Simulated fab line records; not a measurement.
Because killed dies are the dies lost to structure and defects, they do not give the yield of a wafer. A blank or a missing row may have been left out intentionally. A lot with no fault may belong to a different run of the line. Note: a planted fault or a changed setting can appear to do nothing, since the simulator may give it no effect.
fab line records :: flow sky130
[record]
  lots = 6
  wafers = 18
  last-day = 50
route steps=708 shown METAL3@534 CAPM@537
lots untouched by any fault: they come from a run of this same line in which no faults occurred
start-h: hours from the record's opening day to when the first of the lot's shown wafers began :: wait-h: hours elapsed since this lot's preceding step :: " repeats the value in the row above :: L1.1+2: a single row standing in for several wafers :: - either no value or no given start :: * or withheld: withheld :: < > ~ a bound
route shown NAME@n: NAME is a module with steps in the file, n the number in the route of the first one :: usual: average and standard deviation across the fault-free wafers :: same: alike in all rows :: chamber/n: place in a boat :: sites: readings site by site :: _std_site: standard deviation across them :: _edge_site: mean of outer sites minus mean of inner sites :: radius-mm: how far each site lies from the wafer's centre :: mask NAME#n: copy n :: behind: tool/chamber where the wafer was last shaped :: hold: what put the lot on hold/how long, in hours/how the hold closed :: device: the n, p or np transistor that did not switch :: end of line: the tests these same wafers got at the end of their route :: step lacking rows: just its recipe :: killed: the dies lost at the first sort to structure and to defects; this is not the yield of the wafer :: map: per-die view of a wafer (x killed, . not killed, _ where there is no die)
set.NAME: the run value of the setting; set.NAME@STEP: its run value at that earlier step :: model.NAME: the simulator's own value behind a step, which no gauge read
lots seen at some steps along the route; tables by step, rows by wafer
services: a tool's chamber out of use, with start hour (start-h, from the record's first day; less than 0 if before it), hours out, and reason
[[steps]]
[step SKY_METAL3_SPUTTER_02]
[recipe]
  material = AlCu
  target-thk-nm = 735
  power-w = 10600
  time-s = 39.1
  chamber-pressure-pa = 0.4
[usual]
  throttle-valve-pct = 29.8/1.1
lot.wafer: L291.1
tool: pvd-sputter-02
chamber: -
start-h: 839.34
wait-h: 0.0
throttle-valve-pct: 29.5

lot.wafer: L291.2
tool: pvd-sputter-02
chamber: -
start-h: 839.34
wait-h: 0.0
throttle-valve-pct: 28.4

lot.wafer: L291.5
tool: pvd-sputter-02
chamber: -
start-h: 839.34
wait-h: 0.0
throttle-valve-pct: 30.7

lot.wafer: L299.2
tool: pvd-sputter-01
chamber: -
start-h: 912.26
wait-h: 0.0
throttle-valve-pct: 30.7

lot.wafer: L299.3
tool: pvd-sputter-01
chamber: -
start-h: 912.26
wait-h: 0.0
throttle-valve-pct: 31.0

lot.wafer: L299.6
tool: pvd-sputter-01
chamber: -
start-h: 912.26
wait-h: 0.0
throttle-valve-pct: 31.2

lot.wafer: L301.1
tool: pvd-sputter-01
chamber: -
start-h: 921.63
wait-h: 0.0
throttle-valve-pct: 31.0

lot.wafer: L301.5
tool: pvd-sputter-01
chamber: -
start-h: 921.63
wait-h: 0.0
throttle-valve-pct: 31.2

lot.wafer: L301.6
tool: pvd-sputter-01
chamber: -
start-h: 921.63
wait-h: 0.0
throttle-valve-pct: 30.8

lot.wafer: L308.1
tool: pvd-sputter-02
chamber: -
start-h: 975.60
wait-h: 0.0
throttle-valve-pct: 28.1

lot.wafer: L308.4
tool: pvd-sputter-02
chamber: -
start-h: 975.60
wait-h: 0.0
throttle-valve-pct: 30.8

lot.wafer: L308.6
tool: pvd-sputter-02
chamber: -
start-h: 975.60
wait-h: 0.0
throttle-valve-pct: 28.3

lot.wafer: L309.1
tool: pvd-sputter-01
chamber: -
start-h: 976.26
wait-h: 0.0
throttle-valve-pct: 31.2

lot.wafer: L309.2
tool: pvd-sputter-01
chamber: -
start-h: 976.26
wait-h: 0.0
throttle-valve-pct: 30.6

lot.wafer: L309.4
tool: pvd-sputter-01
chamber: -
start-h: 976.26
wait-h: 0.0
throttle-valve-pct: 30.7

lot.wafer: L314.1
tool: pvd-sputter-03
chamber: -
start-h: 1032.84
wait-h: 0.0
throttle-valve-pct: 29.9

lot.wafer: L314.3
tool: pvd-sputter-03
chamber: -
start-h: 1032.84
wait-h: 0.0
throttle-valve-pct: 28.5

lot.wafer: L314.5
tool: pvd-sputter-03
chamber: -
start-h: 1032.84
wait-h: 0.0
throttle-valve-pct: 30.4
[step SKY_METAL3_SPUTTER_03]
[recipe]
  material = Ti
  target-thk-nm = 5
  power-w = 3000
  time-s = 3.3
  chamber-pressure-pa = 0.4
[usual]
  throttle-valve-pct = 29.8/1.1
lot.wafer: L291.1
tool: pvd-sputter-02
chamber: -
start-h: 839.38
wait-h: 0.0
throttle-valve-pct: 30.0

lot.wafer: L291.2
tool: pvd-sputter-02
chamber: -
start-h: 839.38
wait-h: 0.0
throttle-valve-pct: 28.3

lot.wafer: L291.5
tool: pvd-sputter-02
chamber: -
start-h: 839.38
wait-h: 0.0
throttle-valve-pct: 30.9

lot.wafer: L299.2
tool: pvd-sputter-01
chamber: -
start-h: 912.30
wait-h: 0.0
throttle-valve-pct: 30.9

lot.wafer: L299.3
tool: pvd-sputter-01
chamber: -
start-h: 912.30
wait-h: 0.0
throttle-valve-pct: 30.6

lot.wafer: L299.6
tool: pvd-sputter-01
chamber: -
start-h: 912.30
wait-h: 0.0
throttle-valve-pct: 31.4

lot.wafer: L301.1
tool: pvd-sputter-01
chamber: -
start-h: 921.67
wait-h: 0.0
throttle-valve-pct: 30.6

lot.wafer: L301.5
tool: pvd-sputter-01
chamber: -
start-h: 921.67
wait-h: 0.0
throttle-valve-pct: 31.3

lot.wafer: L301.6
tool: pvd-sputter-01
chamber: -
start-h: 921.67
wait-h: 0.0
throttle-valve-pct: 30.7

lot.wafer: L308.1
tool: pvd-sputter-02
chamber: -
start-h: 975.64
wait-h: 0.0
throttle-valve-pct: 28.0

lot.wafer: L308.4
tool: pvd-sputter-02
chamber: -
start-h: 975.64
wait-h: 0.0
throttle-valve-pct: 30.7

lot.wafer: L308.6
tool: pvd-sputter-02
chamber: -
start-h: 975.64
wait-h: 0.0
throttle-valve-pct: 28.1

lot.wafer: L309.1
tool: pvd-sputter-01
chamber: -
start-h: 976.30
wait-h: 0.0
throttle-valve-pct: 31.3

lot.wafer: L309.2
tool: pvd-sputter-01
chamber: -
start-h: 976.30
wait-h: 0.0
throttle-valve-pct: 30.7

lot.wafer: L309.4
tool: pvd-sputter-01
chamber: -
start-h: 976.30
wait-h: 0.0
throttle-valve-pct: 31.0

lot.wafer: L314.1
tool: pvd-sputter-03
chamber: -
start-h: 1032.88
wait-h: 0.0
throttle-valve-pct: 29.8

lot.wafer: L314.3
tool: pvd-sputter-03
chamber: -
start-h: 1032.88
wait-h: 0.0
throttle-valve-pct: 28.6

lot.wafer: L314.5
tool: pvd-sputter-03
chamber: -
start-h: 1032.88
wait-h: 0.0
throttle-valve-pct: 30.4
[step SKY_METAL3_SPUTTER_04]
[recipe]
  material = TiN
  target-thk-nm = 70
  power-w = 6500
  time-s = 58.3
  chamber-pressure-pa = 0.4
[usual]
  throttle-valve-pct = 29.8/1.1
lot.wafer: L291.1
tool: pvd-sputter-02
chamber: -
start-h: 839.40
wait-h: 0.0
throttle-valve-pct: 29.7

lot.wafer: L291.2
tool: pvd-sputter-02
chamber: -
start-h: 839.40
wait-h: 0.0
throttle-valve-pct: 28.2

lot.wafer: L291.5
tool: pvd-sputter-02
chamber: -
start-h: 839.40
wait-h: 0.0
throttle-valve-pct: 30.9

lot.wafer: L299.2
tool: pvd-sputter-01
chamber: -
start-h: 912.32
wait-h: 0.0
throttle-valve-pct: 30.9

lot.wafer: L299.3
tool: pvd-sputter-01
chamber: -
start-h: 912.32
wait-h: 0.0
throttle-valve-pct: 30.5

lot.wafer: L299.6
tool: pvd-sputter-01
chamber: -
start-h: 912.32
wait-h: 0.0
throttle-valve-pct: 31.3

lot.wafer: L301.1
tool: pvd-sputter-01
chamber: -
start-h: 921.69
wait-h: 0.0
throttle-valve-pct: 30.9

lot.wafer: L301.5
tool: pvd-sputter-01
chamber: -
start-h: 921.69
wait-h: 0.0
throttle-valve-pct: 31.2

lot.wafer: L301.6
tool: pvd-sputter-01
chamber: -
start-h: 921.69
wait-h: 0.0
throttle-valve-pct: 30.5

lot.wafer: L308.1
tool: pvd-sputter-02
chamber: -
start-h: 975.66
wait-h: 0.0
throttle-valve-pct: 28.1

lot.wafer: L308.4
tool: pvd-sputter-02
chamber: -
start-h: 975.66
wait-h: 0.0
throttle-valve-pct: 30.9

lot.wafer: L308.6
tool: pvd-sputter-02
chamber: -
start-h: 975.66
wait-h: 0.0
throttle-valve-pct: 28.2

lot.wafer: L309.1
tool: pvd-sputter-01
chamber: -
start-h: 976.31
wait-h: 0.0
throttle-valve-pct: 31.2

lot.wafer: L309.2
tool: pvd-sputter-01
chamber: -
start-h: 976.31
wait-h: 0.0
throttle-valve-pct: 30.9

lot.wafer: L309.4
tool: pvd-sputter-01
chamber: -
start-h: 976.31
wait-h: 0.0
throttle-valve-pct: 30.8

lot.wafer: L314.1
tool: pvd-sputter-03
chamber: -
start-h: 1032.90
wait-h: 0.0
throttle-valve-pct: 30.1

lot.wafer: L314.3
tool: pvd-sputter-03
chamber: -
start-h: 1032.90
wait-h: 0.0
throttle-valve-pct: 28.6

lot.wafer: L314.5
tool: pvd-sputter-03
chamber: -
start-h: 1032.90
wait-h: 0.0
throttle-valve-pct: 30.6
[step SKY_CAPM_CVD_00]
[recipe]
  material = SiO2
  target-thk-nm = 15.5
  temp-c = 400
  time-s = withheld
  rf-w = 450
[usual]
  heater-power-w = 709/83
  rf-fwd-power-W = 441.8/2.4
lot.wafer: L291.1
tool: pecvd-03
chamber: 0
start-h: 839.45
wait-h: 0.0
heater-power-w: 662
rf-fwd-power-W: 443.0

lot.wafer: L291.2
tool: pecvd-03
chamber: 2
start-h: 839.45
wait-h: 0.0
heater-power-w: 671
rf-fwd-power-W: 444.0

lot.wafer: L291.5
tool: pecvd-03
chamber: 0
start-h: 839.45
wait-h: 0.0
heater-power-w: 662
rf-fwd-power-W: 441.6

lot.wafer: L299.2
tool: pecvd-03
chamber: 2
start-h: 912.37
wait-h: 0.0
heater-power-w: 677
rf-fwd-power-W: 443.8

lot.wafer: L299.3
tool: pecvd-03
chamber: 0
start-h: 912.37
wait-h: 0.0
heater-power-w: 595
rf-fwd-power-W: 441.4

lot.wafer: L299.6
tool: pecvd-03
chamber: 0
start-h: 912.37
wait-h: 0.0
heater-power-w: 609
rf-fwd-power-W: 441.5

lot.wafer: L301.1
tool: pecvd-04
chamber: 0
start-h: 921.74
wait-h: 0.0
heater-power-w: 678
rf-fwd-power-W: 440.9

lot.wafer: L301.5
tool: pecvd-04
chamber: 2
start-h: 921.74
wait-h: 0.0
heater-power-w: 655
rf-fwd-power-W: 443.1

lot.wafer: L301.6
tool: pecvd-04
chamber: 0
start-h: 921.74
wait-h: 0.0
heater-power-w: 663
rf-fwd-power-W: 442.1

lot.wafer: L308.1
tool: pecvd-04
chamber: 1
start-h: 975.70
wait-h: 0.0
heater-power-w: 675
rf-fwd-power-W: 438.7

lot.wafer: L308.4
tool: pecvd-04
chamber: 1
start-h: 975.70
wait-h: 0.0
heater-power-w: 691
rf-fwd-power-W: 441.3

lot.wafer: L308.6
tool: pecvd-04
chamber: 0
start-h: 975.70
wait-h: 0.0
heater-power-w: 663
rf-fwd-power-W: 442.4

lot.wafer: L309.1
tool: pecvd-03
chamber: 2
start-h: 976.36
wait-h: 0.0
heater-power-w: 685
rf-fwd-power-W: 446.8

lot.wafer: L309.2
tool: pecvd-03
chamber: 1
start-h: 976.36
wait-h: 0.0
heater-power-w: 772
rf-fwd-power-W: 441.3

lot.wafer: L309.4
tool: pecvd-03
chamber: 0
start-h: 976.36
wait-h: 0.0
heater-power-w: 664
rf-fwd-power-W: 440.4

lot.wafer: L314.1
tool: pecvd-04
chamber: 0
start-h: 1032.95
wait-h: 0.0
heater-power-w: 633
rf-fwd-power-W: 442.9

lot.wafer: L314.3
tool: pecvd-04
chamber: 1
start-h: 1032.95
wait-h: 0.0
heater-power-w: 698
rf-fwd-power-W: 438.0

lot.wafer: L314.5
tool: pecvd-04
chamber: 1
start-h: 1032.95
wait-h: 0.0
heater-power-w: 696
rf-fwd-power-W: 439.4
[step SKY_CAPM_THK_MEAS_01]
[recipe]
  reads = SiO2_of_CAPM_CVD_00
[usual]
  CAPM_CVD_00_THK = 15.56/0.22
lot.wafer: L291.1
tool: film-metro-04
chamber: -
start-h: 839.48
wait-h: -
CAPM_CVD_00_THK[nm]: 15.27

lot.wafer: L291.2
tool: film-metro-04
chamber: -
start-h: 839.48
wait-h: -
CAPM_CVD_00_THK[nm]: 14.98

lot.wafer: L291.5
tool: film-metro-04
chamber: -
start-h: 839.48
wait-h: -
CAPM_CVD_00_THK[nm]: 15.51

lot.wafer: L299.2
tool: film-metro-02
chamber: -
start-h: 912.40
wait-h: -
CAPM_CVD_00_THK[nm]: 15.31

lot.wafer: L299.3
tool: film-metro-02
chamber: -
start-h: 912.40
wait-h: -
CAPM_CVD_00_THK[nm]: 15.62

lot.wafer: L299.6
tool: film-metro-02
chamber: -
start-h: 912.40
wait-h: -
CAPM_CVD_00_THK[nm]: 15.88

lot.wafer: L301.1
tool: film-metro-02
chamber: -
start-h: 921.76
wait-h: -
CAPM_CVD_00_THK[nm]: 15.36

lot.wafer: L301.5
tool: film-metro-02
chamber: -
start-h: 921.76
wait-h: -
CAPM_CVD_00_THK[nm]: 15.83

lot.wafer: L301.6
tool: film-metro-02
chamber: -
start-h: 921.76
wait-h: -
CAPM_CVD_00_THK[nm]: 15.53

lot.wafer: L308.1
tool: film-metro-03
chamber: -
start-h: 975.73
wait-h: -
CAPM_CVD_00_THK[nm]: 15.20

lot.wafer: L308.4
tool: film-metro-03
chamber: -
start-h: 975.73
wait-h: -
CAPM_CVD_00_THK[nm]: 15.45

lot.wafer: L308.6
tool: film-metro-03
chamber: -
start-h: 975.73
wait-h: -
CAPM_CVD_00_THK[nm]: 15.45

lot.wafer: L309.1
tool: film-metro-02
chamber: -
start-h: 976.38
wait-h: -
CAPM_CVD_00_THK[nm]: 15.14

lot.wafer: L309.2
tool: film-metro-02
chamber: -
start-h: 976.38
wait-h: -
CAPM_CVD_00_THK[nm]: 15.53

lot.wafer: L309.4
tool: film-metro-02
chamber: -
start-h: 976.38
wait-h: -
CAPM_CVD_00_THK[nm]: 15.72

lot.wafer: L314.1
tool: film-metro-02
chamber: -
start-h: 1032.97
wait-h: -
CAPM_CVD_00_THK[nm]: 15.65

lot.wafer: L314.3
tool: film-metro-02
chamber: -
start-h: 1032.97
wait-h: -
CAPM_CVD_00_THK[nm]: 15.50

lot.wafer: L314.5
tool: film-metro-02
chamber: -
start-h: 1032.97
wait-h: -
CAPM_CVD_00_THK[nm]: 15.94
[step SKY_CAPM_SPUTTER_02]
[recipe]
  material = TiN
  target-thk-nm = 200
  temp-c = 300
  power-w = 6500
  time-s = 166.7
  chamber-pressure-pa = 0.4
[usual]
  throttle-valve-pct = 29.9/1
lot.wafer: L291.1
tool: pvd-sputter-03
chamber: -
start-h: 839.54
wait-h: 0.1
throttle-valve-pct: 28.6

lot.wafer: L291.2
tool: pvd-sputter-03
chamber: -
start-h: 839.54
wait-h: 0.1
throttle-valve-pct: 30.0

lot.wafer: L291.5
tool: pvd-sputter-03
chamber: -
start-h: 839.54
wait-h: 0.1
throttle-valve-pct: 29.3

lot.wafer: L299.2
tool: pvd-sputter-02
chamber: -
start-h: 912.45
wait-h: 0.0
throttle-valve-pct: 28.2

lot.wafer: L299.3
tool: pvd-sputter-02
chamber: -
start-h: 912.45
wait-h: 0.0
throttle-valve-pct: 31.0

lot.wafer: L299.6
tool: pvd-sputter-02
chamber: -
start-h: 912.45
wait-h: 0.0
throttle-valve-pct: 28.5

lot.wafer: L301.1
tool: pvd-sputter-02
chamber: -
start-h: 921.82
wait-h: 0.1
throttle-valve-pct: 29.7

lot.wafer: L301.5
tool: pvd-sputter-02
chamber: -
start-h: 921.82
wait-h: 0.1
throttle-valve-pct: 29.8

lot.wafer: L301.6
tool: pvd-sputter-02
chamber: -
start-h: 921.82
wait-h: 0.1
throttle-valve-pct: 28.6

lot.wafer: L308.1
tool: pvd-sputter-02
chamber: -
start-h: 975.79
wait-h: 0.1
throttle-valve-pct: 28.6

lot.wafer: L308.4
tool: pvd-sputter-02
chamber: -
start-h: 975.79
wait-h: 0.1
throttle-valve-pct: 29.9

lot.wafer: L308.6
tool: pvd-sputter-02
chamber: -
start-h: 975.79
wait-h: 0.1
throttle-valve-pct: 29.7

lot.wafer: L309.1
tool: pvd-sputter-04
chamber: -
start-h: 976.44
wait-h: 0.1
throttle-valve-pct: 29.6

lot.wafer: L309.2
tool: pvd-sputter-04
chamber: -
start-h: 976.44
wait-h: 0.1
throttle-valve-pct: 31.7

lot.wafer: L309.4
tool: pvd-sputter-04
chamber: -
start-h: 976.44
wait-h: 0.1
throttle-valve-pct: 31.0

lot.wafer: L314.1
tool: pvd-sputter-03
chamber: -
start-h: 1033.03
wait-h: 0.1
throttle-valve-pct: 30.5

lot.wafer: L314.3
tool: pvd-sputter-03
chamber: -
start-h: 1033.03
wait-h: 0.1
throttle-valve-pct: 29.8

lot.wafer: L314.5
tool: pvd-sputter-03
chamber: -
start-h: 1033.03
wait-h: 0.1
throttle-valve-pct: 30.6
[step SKY_CAPM_RS_MEAS_03]
[recipe]
  thk-meas-gauge = four-point-probe
  reads = TiN_of_CAPM_SPUTTER_02
[usual]
  CAPM_TIN_RS = 6.92/0.055
lot.wafer: L291.1
tool: film-metro-04
chamber: -
start-h: 839.65
wait-h: 0.1
CAPM_TIN_RS[ohm/sq]: 6.97

lot.wafer: L291.2
tool: film-metro-04
chamber: -
start-h: 839.65
wait-h: 0.1
CAPM_TIN_RS[ohm/sq]: 6.93

lot.wafer: L291.5
tool: film-metro-04
chamber: -
start-h: 839.65
wait-h: 0.1
CAPM_TIN_RS[ohm/sq]: 6.94

lot.wafer: L299.2
tool: film-metro-03
chamber: -
start-h: 912.58
wait-h: 0.1
CAPM_TIN_RS[ohm/sq]: 6.97

lot.wafer: L299.3
tool: film-metro-03
chamber: -
start-h: 912.58
wait-h: 0.1
CAPM_TIN_RS[ohm/sq]: 6.94

lot.wafer: L299.6
tool: film-metro-03
chamber: -
start-h: 912.58
wait-h: 0.1
CAPM_TIN_RS[ohm/sq]: 7.03

lot.wafer: L301.1
tool: film-metro-02
chamber: -
start-h: 921.93
wait-h: 0.1
CAPM_TIN_RS[ohm/sq]: 6.88

lot.wafer: L301.5
tool: film-metro-02
chamber: -
start-h: 921.93
wait-h: 0.1
CAPM_TIN_RS[ohm/sq]: 6.84

lot.wafer: L301.6
tool: film-metro-02
chamber: -
start-h: 921.93
wait-h: 0.1
CAPM_TIN_RS[ohm/sq]: 6.89

lot.wafer: L308.1
tool: film-metro-02
chamber: -
start-h: 975.91
wait-h: 0.1
CAPM_TIN_RS[ohm/sq]: 6.87

lot.wafer: L308.4
tool: film-metro-02
chamber: -
start-h: 975.91
wait-h: 0.1
CAPM_TIN_RS[ohm/sq]: 6.87

lot.wafer: L308.6
tool: film-metro-02
chamber: -
start-h: 975.91
wait-h: 0.1
CAPM_TIN_RS[ohm/sq]: 6.90

lot.wafer: L309.1
tool: film-metro-03
chamber: -
start-h: 976.55
wait-h: 0.1
CAPM_TIN_RS[ohm/sq]: 6.90

lot.wafer: L309.2
tool: film-metro-03
chamber: -
start-h: 976.55
wait-h: 0.1
CAPM_TIN_RS[ohm/sq]: 6.86

lot.wafer: L309.4
tool: film-metro-03
chamber: -
start-h: 976.55
wait-h: 0.1
CAPM_TIN_RS[ohm/sq]: 6.94

lot.wafer: L314.1
tool: film-metro-03
chamber: -
start-h: 1033.14
wait-h: 0.1
CAPM_TIN_RS[ohm/sq]: 6.90

lot.wafer: L314.3
tool: film-metro-03
chamber: -
start-h: 1033.14
wait-h: 0.1
CAPM_TIN_RS[ohm/sq]: 6.94

lot.wafer: L314.5
tool: film-metro-03
chamber: -
start-h: 1033.14
wait-h: 0.1
CAPM_TIN_RS[ohm/sq]: 6.85
[step SKY_CAPM_THK_MEAS_04]
[recipe]
  thk-meas-gauge = xrf
  reads = TiN_of_CAPM_SPUTTER_02
[usual]
  CAPM_TIN_THK = 199.1/2.1
lot.wafer: L291.1
tool: film-metro-04
chamber: -
start-h: 839.77
wait-h: 0.1
CAPM_TIN_THK[nm]: 198.5

lot.wafer: L291.2
tool: film-metro-04
chamber: -
start-h: 839.77
wait-h: 0.1
CAPM_TIN_THK[nm]: 199.9

lot.wafer: L291.5
tool: film-metro-04
chamber: -
start-h: 839.77
wait-h: 0.1
CAPM_TIN_THK[nm]: 198.1

lot.wafer: L299.2
tool: film-metro-03
chamber: -
start-h: 912.69
wait-h: 0.1
CAPM_TIN_THK[nm]: 196.5

lot.wafer: L299.3
tool: film-metro-03
chamber: -
start-h: 912.69
wait-h: 0.1
CAPM_TIN_THK[nm]: 198.2

lot.wafer: L299.6
tool: film-metro-03
chamber: -
start-h: 912.69
wait-h: 0.1
CAPM_TIN_THK[nm]: 196.3

lot.wafer: L301.1
tool: film-metro-02
chamber: -
start-h: 922.05
wait-h: 0.1
CAPM_TIN_THK[nm]: 200.6

lot.wafer: L301.5
tool: film-metro-02
chamber: -
start-h: 922.05
wait-h: 0.1
CAPM_TIN_THK[nm]: 202.4

lot.wafer: L301.6
tool: film-metro-02
chamber: -
start-h: 922.05
wait-h: 0.1
CAPM_TIN_THK[nm]: 201.0

lot.wafer: L308.1
tool: film-metro-02
chamber: -
start-h: 976.03
wait-h: 0.1
CAPM_TIN_THK[nm]: 200.9

lot.wafer: L308.4
tool: film-metro-02
chamber: -
start-h: 976.03
wait-h: 0.1
CAPM_TIN_THK[nm]: 201.0

lot.wafer: L308.6
tool: film-metro-02
chamber: -
start-h: 976.03
wait-h: 0.1
CAPM_TIN_THK[nm]: 200.5

lot.wafer: L309.1
tool: film-metro-03
chamber: -
start-h: 976.67
wait-h: 0.1
CAPM_TIN_THK[nm]: 197.4

lot.wafer: L309.2
tool: film-metro-03
chamber: -
start-h: 976.67
wait-h: 0.1
CAPM_TIN_THK[nm]: 199.4

lot.wafer: L309.4
tool: film-metro-03
chamber: -
start-h: 976.67
wait-h: 0.1
CAPM_TIN_THK[nm]: 196.3

lot.wafer: L314.1
tool: film-metro-03
chamber: -
start-h: 1033.26
wait-h: 0.1
CAPM_TIN_THK[nm]: 197.0

lot.wafer: L314.3
tool: film-metro-03
chamber: -
start-h: 1033.26
wait-h: 0.1
CAPM_TIN_THK[nm]: 196.3

lot.wafer: L314.5
tool: film-metro-03
chamber: -
start-h: 1033.26
wait-h: 0.1
CAPM_TIN_THK[nm]: 198.1
[step SKY_CAPM_DEHYDRATE_05]
[recipe]
  temp-c = 200
  time-s = 60
[step SKY_CAPM_HMDS_06]
[recipe]
  prime-time-s = 60
  prime-temp-c = 120
[step SKY_CAPM_COAT_07]
[recipe]
  resist = NOVOLAK
  spin-rpm = 3000
  resist-thk-nm = 1140
[step SKY_CAPM_SOFTBAKE_08]
[recipe]
  temp-c = 90
  time-s = 60
  resist = NOVOLAK
[step SKY_CAPM_EXPOSE_09]
[recipe]
  mask-id = CAPM
  na = 0.6
  source-shape = conventional
  sigma-outer = 0.6
  polarization = unpolarized
  target-cd-nm = 1000
  dose-mj = 159
[usual]
  exposure-dose-mJ-cm2 = 158.97/0.17
  focus-offset-nm = 0.0/0.48
lot.wafer: L291.1
tool: iline-stepper-01
chamber: 0
start-h: 852.62
wait-h: -
mask: CAPM#0
exposure-dose-mJ-cm2: 159.23
focus-offset-nm: -0.5

lot.wafer: L291.2
tool: iline-stepper-01
chamber: 0
start-h: 852.62
wait-h: -
mask: CAPM#0
exposure-dose-mJ-cm2: 159.28
focus-offset-nm: 0.1

lot.wafer: L291.5
tool: iline-stepper-01
chamber: 0
start-h: 852.62
wait-h: -
mask: CAPM#0
exposure-dose-mJ-cm2: 159.10
focus-offset-nm: -0.4

lot.wafer: L299.2
tool: iline-stepper-01
chamber: 0
start-h: 925.20
wait-h: -
mask: CAPM#0
exposure-dose-mJ-cm2: 158.95
focus-offset-nm: -0.8

lot.wafer: L299.3
tool: iline-stepper-01
chamber: 0
start-h: 925.20
wait-h: -
mask: CAPM#0
exposure-dose-mJ-cm2: 158.79
focus-offset-nm: -0.8

lot.wafer: L299.6
tool: iline-stepper-01
chamber: 0
start-h: 925.20
wait-h: -
mask: CAPM#0
exposure-dose-mJ-cm2: 158.62
focus-offset-nm: 0.0

lot.wafer: L301.1
tool: iline-stepper-01
chamber: 0
start-h: 933.75
wait-h: -
mask: CAPM#0
exposure-dose-mJ-cm2: 159.02
focus-offset-nm: -0.4

lot.wafer: L301.5
tool: iline-stepper-01
chamber: 0
start-h: 933.75
wait-h: -
mask: CAPM#0
exposure-dose-mJ-cm2: 159.09
focus-offset-nm: 0.0

lot.wafer: L301.6
tool: iline-stepper-01
chamber: 0
start-h: 933.75
wait-h: -
mask: CAPM#0
exposure-dose-mJ-cm2: 159.16
focus-offset-nm: -0.8

lot.wafer: L308.1
tool: iline-stepper-01
chamber: -
start-h: 988.26
wait-h: -
mask: CAPM#0
exposure-dose-mJ-cm2: -
focus-offset-nm: -

lot.wafer: L308.4
tool: iline-stepper-01
chamber: -
start-h: 988.26
wait-h: -
mask: CAPM#0
exposure-dose-mJ-cm2: -
focus-offset-nm: -

lot.wafer: L308.6
tool: iline-stepper-01
chamber: -
start-h: 988.26
wait-h: -
mask: CAPM#0
exposure-dose-mJ-cm2: -
focus-offset-nm: -

lot.wafer: L309.1
tool: iline-stepper-01
chamber: -
start-h: 988.62
wait-h: -
mask: CAPM#0
exposure-dose-mJ-cm2: -
focus-offset-nm: -

lot.wafer: L309.2
tool: iline-stepper-01
chamber: -
start-h: 988.62
wait-h: -
mask: CAPM#0
exposure-dose-mJ-cm2: -
focus-offset-nm: -

lot.wafer: L309.4
tool: iline-stepper-01
chamber: -
start-h: 988.62
wait-h: -
mask: CAPM#0
exposure-dose-mJ-cm2: -
focus-offset-nm: -

lot.wafer: L314.1
tool: iline-stepper-01
chamber: 0
start-h: 1044.28
wait-h: -
mask: CAPM#0
exposure-dose-mJ-cm2: 159.13
focus-offset-nm: -0.1

lot.wafer: L314.3
tool: iline-stepper-01
chamber: 0
start-h: 1044.28
wait-h: -
mask: CAPM#0
exposure-dose-mJ-cm2: 158.97
focus-offset-nm: 0.3

lot.wafer: L314.5
tool: iline-stepper-01
chamber: 0
start-h: 1044.28
wait-h: -
mask: CAPM#0
exposure-dose-mJ-cm2: 159.04
focus-offset-nm: 0.5
[step SKY_CAPM_PEB_10]
[recipe]
  temp-c = withheld
  time-s = *
  resist = NOVOLAK
[[services]]
tool: pecvd-03
chamber: 1
start-h: 818.12
hours: -
kind: clean

tool: pecvd-03
chamber: 1
start-h: 818.12
hours: -
kind: consumable-replace:showerhead

tool: pecvd-03
chamber: 1
start-h: 818.12
hours: 29.0
kind: scheduled-down

tool: pecvd-03
chamber: 1
start-h: 818.12
hours: 29.0
kind: vent-cycle

tool: pecvd-03
chamber: -
start-h: 831.14
hours: 2.8
kind: pm

tool: pecvd-04
chamber: -
start-h: 854.38
hours: 2.8
kind: repair

tool: pvd-sputter-02
chamber: -
start-h: 858.62
hours: 2.3
kind: repair

tool: pvd-sputter-04
chamber: -
start-h: 886.60
hours: 6.0
kind: repair

tool: pecvd-04
chamber: 0
start-h: 905.96
hours: 10.8
kind: repair

tool: iline-stepper-01
chamber: 0
start-h: 912.17
hours: -
kind: calibration

tool: iline-stepper-01
chamber: -
start-h: 936.83
hours: 1.7
kind: pm

tool: pecvd-04
chamber: 0
start-h: 943.01
hours: 5.0
kind: scheduled-down

tool: pecvd-04
chamber: 1
start-h: 951.35
hours: 11.5
kind: repair

tool: pecvd-04
chamber: -
start-h: 959.95
hours: 2.8
kind: pm

tool: pecvd-04
chamber: 0
start-h: 963.57
hours: 4.1
kind: repair

tool: pecvd-03
chamber: -
start-h: 966.72
hours: 1.5
kind: repair

tool: pvd-sputter-04
chamber: -
start-h: 994.79
hours: 1.0
kind: repair

tool: iline-stepper-01
chamber: -
start-h: 995.39
hours: 2.9
kind: repair

tool: iline-stepper-01
chamber: -
start-h: 1022.38
hours: 2.1
kind: pm

tool: iline-stepper-01
chamber: -
start-h: 1024.46
hours: -
kind: consumable-replace:lamp

tool: pecvd-04
chamber: -
start-h: 1028.10
hours: 1.3
kind: repair

tool: pecvd-03
chamber: 1
start-h: 1032.75
hours: 4.5
kind: repair

tool: pecvd-03
chamber: 0
start-h: 1039.46
hours: 2.1
kind: scheduled-down
[[key]]
[first-sign]
  step = SKY_CAPM_EXPOSE_09
  reading = tool-record
  direction = missing
effect none on later readings
met-at SKY_CAPM_EXPOSE_09
struck-wafers L308.1,L308.4,L308.6,L309.1,L309.2,L309.4
later-rows-left-out L308.1,L308.4,L308.6,L309.1,L309.2,L309.4
sort-left-out L308.1,L308.4,L308.6,L309.1,L309.2,L309.4
onset-between 933.75 988.26
[fault]
  kind = skipped-step-whole
  tool = iline-stepper-01
  chamber = -
  onset-h = 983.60
  steps = SKY_CAPM_EXPOSE_09
  scope = struck-lots-only
// sort-left-out: the simulated sort isn't trusted on such a fault, so these wafers' sort isn't shown, and their yield isn't known
// later-rows-left-out: the simulator's readings of these wafers behind a module that went badly wrong aren't trusted and aren't shown, but for the sort
